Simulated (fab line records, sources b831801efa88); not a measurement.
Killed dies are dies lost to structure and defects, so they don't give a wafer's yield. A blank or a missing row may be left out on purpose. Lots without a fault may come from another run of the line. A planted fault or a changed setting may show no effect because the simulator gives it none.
fab line records | flow sky130
record lots=6 wafers=18 last_day=49
route steps=708 shown VIA1@473 METAL2@483 PAD_OPEN@708
lots that met no fault: from a run of the same line without faults
start_h: hours from the record's first day to the start of the lot's first wafer shown | wait_h: hours since the lot's step before | " the same as in the row above | L1.1+2: a row that stands for several wafers | - no value, or no start given | * or withheld: withheld | < > ~ a bound
route shown NAME@n: a module of which the file shows steps, and the number in the route of the first | usual: mean/standard deviation of fault-free wafers | same: alike in all rows | chamber/n: place in a boat | sites: the reading at each site | _std_site: their standard deviation | _edge_site: outer sites' mean less inner sites' | radius_mm: how far each site lies from the wafer's centre | mask NAME#n: copy n | behind: the tool/chamber that last shaped the wafer | hold: why the lot was held/for how many hours/how that ended | device: the transistor (n, p or np) that didn't switch | end of line: the same wafers' tests at the end of the route | a step without rows: its recipe alone | killed: dies lost to structure and defects at the first sort, not the wafer's yield | map: a wafer's dies, x killed, . not, _ none there
set.NAME: the setting as run; set.NAME@STEP: as run at that earlier step | model.NAME: the simulator's own value behind a step, which no gauge read
lots at some steps of the route; a table a step, a row a wafer
services: from which hour (start_h, from the record's first day; less than 0 if before it) a tool's chamber was out of use, for how many hours, and why
## steps
# step SKY_VIA1_ETCH_15
# recipe target=SiO2 chemistry=C4F8/O2/Ar target_depth_nm=351 stop_on=TiN mask_material=KrF-thick source_w=1500 bias_w=1200 pressure_mtorr=40 c4f8_flow_sccm=withheld O2_flow_sccm=6 Ar_flow_sccm=300 time_s=54
# usual oes_product_au=0.981/0.0056
# same time_s=54
# columns lot.wafer tool chamber start_h wait_h oes_product_au rf_hours_counter_h
L178.3 rie_diel-03 3 831.95 0.0 0.977 0
L178.4 " 0 " " 0.985 11
L178.5 " 0 " " 0.979 -
L184.2 rie_diel-03 3 867.05 0.0 0.982 2
L184.3 " 2 " " 0.986 16
L184.4 " 0 " " 0.982 13
L185.2 rie_diel-03 2 875.29 0.0 0.979 16
L185.5 " 2 " " 0.972 -
L185.6 " 3 " " 0.990 -
L192.3 rie_diel-03 1 922.54 0.0 0.979 4
L192.4 " 0 " " 0.980 14
L192.5 " 3 " " 0.978 -
L193.3 rie_diel-01 1 931.64 0.0 0.984 6
L193.4 " 3 " " 0.977 22
L193.6 " 1 " " 0.983 -
L194.1 rie_diel-02 0 946.55 0.0 0.986 18
L194.4 " 3 " " 0.973 15
L194.5 " 1 " " 0.980 -
# step SKY_VIA1_STRIP_16
# recipe chemistry=O2/N2 power_w=1400 pressure_mtorr=1500 platen_temp_c=withheld o2_flow_sccm=3000 n2_flow_sccm=300 overash_fraction=0.5
# usual drypump_motor_current_A=5.71/0.29 oes_product_au=0.416/0.0046 strip_time_to_endpoint_s=4.458/0.02
# columns lot.wafer tool chamber start_h wait_h drypump_motor_current_A oes_product_au rf_hours_counter_h strip_time_to_endpoint_s
L178.3 plasma_asher-01 1 832.03 0.1 6.36 0.416 - 4.434
L178.4 " 0 " " 5.83 0.413 - 4.458
L178.5 " 0 " " 5.84 0.419 - 4.452
L184.2 plasma_asher-02 0 867.10 0.0 5.48 0.423 42 4.463
L184.3 " 1 " " 5.38 0.409 - 4.467
L184.4 " 0 " " 5.47 0.426 - 4.456
L185.2 plasma_asher-04 0 875.34 0.0 5.60 0.410 107 4.472
L185.5 " 1 " " 5.93 0.413 - 4.491
L185.6 " 0 " " 5.61 0.420 - 4.451
L192.3 plasma_asher-04 1 922.62 0.1 5.92 0.407 - 4.419
L192.4 " 0 " " 5.56 0.407 - 4.433
L192.5 " 1 " " 5.92 0.412 - 4.427
L193.3 plasma_asher-02 0 931.72 0.1 5.47 0.413 - 4.427
L193.4 " 1 " " 5.37 0.415 - 4.410
L193.6 " 1 " " 5.36 0.423 - 4.472
L194.1 plasma_asher-01 0 946.60 0.0 5.84 0.414 80 4.426
L194.4 " 1 " " 6.35 0.413 - 4.469
L194.5 " 1 " " 6.37 0.419 - 4.477
# step SKY_VIA1_STRIP_17
# recipe chemistry=post_etch_residue_remover time_s=1200 temp_c=72.5
# step SKY_VIA1_CLEAN_18
# recipe chemistry=IPA time_s=180 temp_c=25
# step SKY_VIA1_CLEAN_19
# recipe chemistry=O3/DIW dry=n2_spin
# step SKY_VIA1_SPUTTER_20
# recipe material=TiN target_thk_nm=20 chamber_pressure_pa=5 power_w=4000 time_s=80
# step SKY_VIA1_CVD_21
# recipe material=W target_thk_nm=270 time_s=80.902 temp_c=400 pressure_torr=40
# step SKY_VIA1_RS_MEAS_22
# recipe thk_meas_gauge=four-point-probe reads=W_of_VIA1_CVD_21+TiN_of_VIA1_SPUTTER_20
# usual VIA1_W_RS=0.427/0.0045
# columns lot.wafer tool chamber start_h wait_h VIA1_W_RS[ohm/sq]
L178.3 film_metro-04 - 832.83 0.1 0.426
L178.4 " - " " 0.418
L178.5 " - " " 0.427
L184.2 film_metro-04 - 867.87 0.1 0.427
L184.3 " - " " 0.436
L184.4 " - " " 0.428
L185.2 film_metro-03 - 876.14 0.1 0.428
L185.5 " - " " 0.427
L185.6 " - " " 0.431
L192.3 film_metro-01 - 923.39 0.1 0.436
L192.4 " - " " 0.440
L192.5 " - " " 0.439
L193.3 film_metro-01 - 932.47 0.1 0.432
L193.4 " - " " 0.432
L193.6 " - " " 0.430
L194.1 film_metro-01 - 947.35 0.1 0.429
L194.4 " - " " 0.436
L194.5 " - " " 0.431
# step SKY_VIA1_THK_MEAS_23
# recipe thk_meas_gauge=xrf reads=W_of_VIA1_CVD_21
# usual VIA1_W_THK=274/4
# columns lot.wafer tool chamber start_h wait_h VIA1_W_THK[nm]
L178.3 film_metro-04 - 832.93 0.1 275
L178.4 " - " " 280
L178.5 " - " " 274
L184.2 film_metro-04 - 867.98 0.1 270
L184.3 " - " " 265
L184.4 " - " " 270
L185.2 film_metro-03 - 876.25 0.1 275
L185.5 " - " " 275
L185.6 " - " " 273
L192.3 film_metro-01 - 923.49 0.1 269
L192.4 " - " " 266
L192.5 " - " " 267
L193.3 film_metro-01 - 932.57 0.1 272
L193.4 " - " " 270
L193.6 " - " " 272
L194.1 film_metro-01 - 947.47 0.1 270
L194.4 " - " " 266
L194.5 " - " " 268
# step SKY_VIA1_CMP_24
# recipe stop_on=SiO2 t_overpolish_s=15 down_force_psi=3.5 platen_rpm=60 target_thk_nm=0 pad_velocity_m_s=0.94248
# step SKY_METAL2_SPUTTER_00
# recipe material=Ti target_thk_nm=15 power_w=3000 time_s=10 chamber_pressure_pa=0.4
# usual cathode_dc_power_W=3000.0/0.55 throttle_valve_pct=30.0/1.5
# same time_s=10
# columns lot.wafer tool chamber start_h wait_h cathode_dc_power_W throttle_valve_pct
L178.3 pvd_sputter-04 - 833.27 0.2 2999.1 32.1
L178.4 " - " " 3000.1 28.3
L178.5 " - " " 3000.2 32.2
L184.2 pvd_sputter-02 - 868.52 0.2 2999.5 27.7
L184.3 " - " " 2999.0 30.6
L184.4 " - " " 3000.3 31.8
L185.2 pvd_sputter-02 - 876.60 0.2 2999.4 31.7
L185.5 " - " " 3001.1 27.4
L185.6 " - " " 2999.9 30.5
L192.3 pvd_sputter-02 - 923.83 0.1 3000.9 27.6
L192.4 " - " " 2999.8 30.4
L192.5 " - " " 2998.9 31.2
L193.3 pvd_sputter-02 - 932.91 0.2 3001.0 30.6
L193.4 " - " " 2999.4 27.7
L193.6 " - " " 3000.1 30.6
L194.1 pvd_sputter-01 - 947.83 0.2 2999.5 28.1
L194.4 " - " " 2999.9 28.0
L194.5 " - " " 3000.1 30.4
# step SKY_METAL2_SPUTTER_01
# recipe material=TiN target_thk_nm=20 power_w=6500 time_s=16.7 chamber_pressure_pa=0.4
# step SKY_METAL2_SPUTTER_02
# recipe material=AlCu target_thk_nm=250 power_w=10600 time_s=13.3 chamber_pressure_pa=0.4
# usual cathode_dc_power_W=10600/1.8 throttle_valve_pct=30.0/1.5
# columns lot.wafer tool chamber start_h wait_h cathode_dc_power_W throttle_valve_pct model.AlCu_of_METAL2_SPUTTER_02.thk_nm
L178.3 pvd_sputter-04 - 833.31 0.0 10600 32.0 249.4
L178.4 " - " " 10600 28.4 251.1
L178.5 " - " " 10602 32.0 249.8
L184.2 pvd_sputter-02 - 868.56 0.0 10601 27.3 248.3
L184.3 " - " " 10600 30.1 244.3
L184.4 " - " " 10598 31.7 249.8
L185.2 pvd_sputter-02 - 876.65 0.0 10599 31.4 252.3
L185.5 " - " " 10602 27.6 251.2
L185.6 " - " " 10600 30.5 249.1
L192.3 pvd_sputter-02 - 923.88 0.0 10601 27.8 253.4
L192.4 " - " " 10599 30.7 262.2
L192.5 " - " " 10596 31.6 255.6
L193.3 pvd_sputter-02 - 932.96 0.0 10596 30.3 262.8
L193.4 " - " " 10602 27.8 251.6
L193.6 " - " " 10597 30.3 260.5
L194.1 pvd_sputter-01 - 947.88 0.0 10600 28.7 245
L194.4 " - " " 10602 27.9 245.4
L194.5 " - " " 10602 30.4 249.1
# step SKY_METAL2_SPUTTER_03
# recipe material=Ti target_thk_nm=5 power_w=3000 time_s=3.3 chamber_pressure_pa=0.4
# usual cathode_dc_power_W=3000.0/0.52 throttle_valve_pct=30.0/1.4
# same time_s=3.3
# columns lot.wafer tool chamber start_h wait_h cathode_dc_power_W throttle_valve_pct
L178.3 pvd_sputter-04 - 833.34 0.0 3000.1 32.2
L178.4 " - " " 3000.4 28.4
L178.5 " - " " 3001.0 32.1
L184.2 pvd_sputter-02 - 868.59 0.0 3000.0 27.7
L184.3 " - " " 2999.9 30.5
L184.4 " - " " 3000.4 31.5
L185.2 pvd_sputter-02 - 876.68 0.0 3000.3 31.6
L185.5 " - " " 2999.2 27.6
L185.6 " - " " 2999.6 30.4
L192.3 pvd_sputter-02 - 923.90 0.0 3000.4 27.7
L192.4 " - " " 3000.2 30.5
L192.5 " - " " 3000.5 31.2
L193.3 pvd_sputter-02 - 932.99 0.0 2999.4 30.0
L193.4 " - " " 2999.9 27.9
L193.6 " - " " 2999.4 30.3
L194.1 pvd_sputter-01 - 947.90 0.0 2998.9 28.2
L194.4 " - " " 3000.3 28.0
L194.5 " - " " 2999.5 30.0
# step SKY_METAL2_SPUTTER_04
# recipe material=TiN target_thk_nm=70 power_w=6500 time_s=58.3 chamber_pressure_pa=0.4
# usual cathode_dc_power_W=6500.0/1.2 throttle_valve_pct=30.0/1.5
# same time_s=58.3
# columns lot.wafer tool chamber start_h wait_h cathode_dc_power_W throttle_valve_pct
L178.3 pvd_sputter-04 - 833.36 0.0 6499.9 32.3
L178.4 " - " " 6503.2 28.0
L178.5 " - " " 6499.6 32.1
L184.2 pvd_sputter-02 - 868.61 0.0 6498.5 27.9
L184.3 " - " " 6500.6 30.4
L184.4 " - " " 6499.9 31.4
L185.2 pvd_sputter-02 - 876.69 0.0 6499.1 31.2
L185.5 " - " " 6500.4 27.6
L185.6 " - " " 6497.4 30.3
L192.3 pvd_sputter-02 - 923.92 0.0 6500.9 28.0
L192.4 " - " " 6499.3 30.4
L192.5 " - " " 6501.4 31.5
L193.3 pvd_sputter-02 - 933.00 0.0 6502.9 30.2
L193.4 " - " " 6498.4 27.6
L193.6 " - " " 6498.6 30.4
L194.1 pvd_sputter-01 - 947.92 0.0 6500.6 28.2
L194.4 " - " " 6499.2 27.6
L194.5 " - " " 6498.9 30.3
# step SKY_METAL2_RS_MEAS_05
# recipe thk_meas_gauge=four-point-probe reads=TiN_of_METAL2_SPUTTER_04+Ti_of_METAL2_SPUTTER_03+AlCu_of_METAL2_SPUTTER_02+TiN_of_METAL2_SPUTTER_01+Ti_of_METAL2_SPUTTER_00
# usual METAL2_ALCU_RS=0.1268/0.0012
# columns lot.wafer tool chamber start_h wait_h METAL2_ALCU_RS[ohm/sq]
L178.3 film_metro-02 - 833.45 0.1 0.1270
L178.4 " - " " 0.1262
L178.5 " - " " 0.1268
L184.2 film_metro-02 - 868.68 0.0 0.1273
L184.3 " - " " 0.1297
L184.4 " - " " 0.1266
L185.2 film_metro-02 - 876.76 0.0 0.1254
L185.5 " - " " 0.1260
L185.6 " - " " 0.1273
L192.3 film_metro-04 - 924.01 0.1 0.1248
L192.4 " - " " 0.1203
L192.5 " - " " 0.1238
L193.3 film_metro-04 - 933.09 0.1 0.1200
L193.4 " - " " 0.1259
L193.6 " - " " 0.1211
L194.1 film_metro-02 - 947.97 0.0 0.1291
L194.4 " - " " 0.1286
L194.5 " - " " 0.1271
# step SKY_METAL2_THK_MEAS_06
# recipe thk_meas_gauge=xrf reads=AlCu_of_METAL2_SPUTTER_02
# usual METAL2_ALCU_THK=245/3.4
# columns lot.wafer tool chamber start_h wait_h METAL2_ALCU_THK[nm]
L178.3 film_metro-02 - 833.55 0.1 244
L178.4 " - " " 247
L178.5 " - " " 244
L184.2 film_metro-02 - 868.79 0.1 242
L184.3 " - " " 238
L184.4 " - " " 244
L185.2 film_metro-02 - 876.87 0.1 245
L185.5 " - " " 245
L185.6 " - " " 242
L192.3 film_metro-04 - 924.11 0.1 250
L192.4 " - " " 260
L192.5 " - " " 253
L193.3 film_metro-04 - 933.19 0.1 260
L193.4 " - " " 249
L193.6 " - " " 258
L194.1 film_metro-02 - 948.09 0.1 239
L194.4 " - " " 239
L194.5 " - " " 244
# step SKY_METAL2_DEHYDRATE_07
# recipe temp_c=200 time_s=60
# step SKY_PAD_OPEN_PROBE_99
# columns lot.wafer tool chamber start_h wait_h model.etest.met2.line_ohm_um model.etest.met2.rs_ohm_sq
L178.3 prober-02 - 1102.09 0.2 0.8765 0.1287
L178.4 prober-02 - 1102.14 0.2 0.9059 0.1284
L178.5 prober-02 - 1102.19 0.2 0.9128 0.1284
L184.2 prober-02 - 1129.03 0.1 0.9013 0.1286
L184.3 prober-02 - 1129.08 0.2 0.9169 0.1325
L184.4 prober-02 - 1129.13 0.2 0.887 0.1283
L185.2 prober-01 - 1140.17 0.1 0.9453 0.1277
L185.5 prober-01 - 1140.32 0.2 0.8924 0.1265
L185.6 prober-01 - 1140.37 0.2 0.9094 0.1289
L192.3 prober-01 - 1170.52 0.2 0.9014 0.1267
L192.4 prober-01 - 1170.57 0.2 0.8887 0.1213
L192.5 prober-01 - 1170.62 0.2 0.9062 0.1272
L193.3 prober-02 - 1174.70 0.2 0.8582 0.1219
L193.4 prober-02 - 1174.75 0.2 0.9324 0.1278
L193.6 prober-02 - 1174.85 0.2 0.8621 0.1224
L194.1 prober-01 - 1184.05 0.1 0.9686 0.1315
L194.4 prober-01 - 1184.20 0.2 0.9728 0.1323
L194.5 prober-01 - 1184.25 0.2 0.9448 0.1288
# killed by level:class
L178.3 VIA1:geometric_particle:open=8 LOCAL_INTERCONNECT:geometric_particle:short=6 CONTACT:geometric_particle:open=6 VIA1:geometric_particle:short=6 VIA2:geometric_particle:short=6 POLY_GATE:geometric_particle:open=5 CONTACT:geometric_particle:short=5 METAL2:geometric_particle:short=5
L178.4 VIA1:geometric_particle:open=11 CONTACT:geometric_particle:open=11 METAL1:geometric_particle:short=6 VIA3:geometric_particle:open=6 FIELD_ISO:geometric_particle:open=3 POLY_GATE:geometric_particle:short=3 LOCAL_INTERCONNECT:geometric_particle:short=3 VIA2:geometric_particle:open=3
L178.5 CONTACT:geometric_particle:open=11 VIA3:geometric_particle:short=6 LI_CONTACT:geometric_particle:open=6 VIA3:geometric_particle:open=6 VIA1:geometric_particle:open=6 POLY_GATE:geometric_particle:short=5 LI_CONTACT:geometric_particle:short=4 LOCAL_INTERCONNECT:geometric_particle:short=4
L184.2 VIA1:geometric_particle:open=8 CONTACT:geometric_particle:open=6 FIELD_ISO:geometric_particle:short=5 LI_CONTACT:geometric_particle:open=5 VIA2:geometric_particle:open=5 VIA3:geometric_particle:open=5 LOCAL_INTERCONNECT:geometric_particle:short=4 CONTACT:geometric_particle:short=4
L184.3 VIA1:geometric_particle:open=13 LI_CONTACT:geometric_particle:open=10 CONTACT:geometric_particle:open=9 VIA2:geometric_particle:open=8 VIA3:geometric_particle:open=7 METAL1:geometric_particle:short=6 POLY_GATE:geometric_particle:open=4 LOCAL_INTERCONNECT:geometric_particle:short=4
L184.4 VIA1:geometric_particle:open=10 VIA3:geometric_particle:open=9 LI_CONTACT:geometric_particle:open=8 CONTACT:geometric_particle:open=6 METAL2:geometric_particle:short=5 VIA2:geometric_particle:open=5 FIELD_ISO:geometric_particle:open=4 VIA3:geometric_particle:short=4
L185.2 VIA1:geometric_particle:open=12 CONTACT:geometric_particle:open=9 VIA2:geometric_particle:open=8 VIA3:geometric_particle:open=7 LI_CONTACT:geometric_particle:open=6 VIA1:geometric_particle:short=5 METAL2:geometric_particle:short=5 METAL4:geometric_particle:short=5
L185.5 METAL2:geometric_particle:short=12 VIA1:geometric_particle:open=8 FIELD_ISO:geometric_particle:open=7 VIA2:geometric_particle:open=7 POLY_GATE:geometric_particle:short=5 CONTACT:geometric_particle:open=5 LI_CONTACT:geometric_particle:open=4 CONTACT:geometric_particle:short=4
L185.6 VIA1:geometric_particle:open=11 CONTACT:geometric_particle:open=9 VIA2:geometric_particle:open=7 VIA1:geometric_particle:short=6 METAL1:geometric_particle:short=5 LOCAL_INTERCONNECT:geometric_particle:short=4 FIELD_ISO:geometric_particle:short=3 FIELD_ISO:geometric_particle:open=3
L194.1 VIA1:geometric_particle:open=10 CONTACT:geometric_particle:open=9 CONTACT:geometric_particle:short=7 VIA1:geometric_particle:short=7 VIA2:geometric_particle:open=7 METAL1:geometric_particle:short=6 VIA3:geometric_particle:open=6 FIELD_ISO:geometric_particle:open=5
L194.4 VIA1:geometric_particle:open=13 CONTACT:geometric_particle:open=12 LI_CONTACT:geometric_particle:open=9 VIA2:geometric_particle:open=7 POLY_GATE:geometric_particle:open=5 VIA3:geometric_particle:open=5 VIA1:geometric_particle:short=5 METAL2:geometric_particle:short=5
L194.5 VIA1:geometric_particle:open=11 CONTACT:geometric_particle:open=10 CONTACT:geometric_particle:short=9 LI_CONTACT:geometric_particle:open=7 VIA3:geometric_particle:open=6 VIA2:geometric_particle:open=5 FIELD_ISO:geometric_particle:short=4 VIA1:geometric_particle:short=4
## services
# columns tool chamber start_h hours kind
pvd_sputter-04 - 814.13 1.9 repair
rie_diel-01 3 814.97 6.0 repair
pvd_sputter-01 3 832.76 - consumable_replace:kit
pvd_sputter-01 3 832.76 18.0 scheduled_down
pvd_sputter-01 3 832.76 18.0 vent_cycle
rie_diel-01 2 837.97 30.5 repair
rie_diel-02 0 838.67 5.3 repair
rie_diel-03 2 844.74 7.2 repair
rie_diel-01 - 865.71 1.4 repair
pvd_sputter-04 - 880.64 1.4 repair
rie_diel-03 3 903.40 5.8 repair
pvd_sputter-02 0 904.30 - consumable_replace:kit
pvd_sputter-02 0 904.30 18.0 scheduled_down
pvd_sputter-02 0 904.30 18.0 vent_cycle
pvd_sputter-04 3 919.01 - consumable_replace:kit
pvd_sputter-04 3 919.01 18.0 scheduled_down
pvd_sputter-04 3 919.01 18.0 vent_cycle
rie_diel-03 3 928.73 6.3 repair
rie_diel-01 3 940.91 - clean
rie_diel-01 3 940.91 16.1 scheduled_down
rie_diel-01 3 940.91 16.1 vent_cycle
rie_diel-02 3 941.08 1.9 repair
pvd_sputter-01 - 943.34 2.3 repair
## key
first_sign step=SKY_METAL2_RS_MEAS_05 reading=METAL2_ALCU_RS direction=down sigmas=5.1 usual=0.1268 struck=0.1205
effect step=SKY_METAL2_THK_MEAS_06 reading=METAL2_ALCU_THK direction=up sigmas=4.2 usual=245 struck=259
model_effect step=SKY_METAL2_SPUTTER_02 value=AlCu_of_METAL2_SPUTTER_02.thk_nm without=250.2 struck=261.8
model_effect step=SKY_PAD_OPEN_PROBE_99 value=etest.met2.line_ohm_um without=0.9114 struck=0.8697
met_at SKY_METAL2_SPUTTER_02
struck_wafers L192.4,L193.3,L193.6
sort_left_out L192.4,L193.3,L193.6
onset_between 876.65 923.88
fault kind=process_parameter_drift tool=pvd_sputter-02 chamber=- onset_h=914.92 steps=SKY_METAL2_SPUTTER_02 channel=target_thk_nm offset=11.596 shape=step end_h=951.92 acts_in=these_recipes_only stated=250 scope=struck_wafers_only
# sort_left_out: the simulated sort isn't trusted on such a fault, so these wafers' sort isn't shown, and their yield isn't known
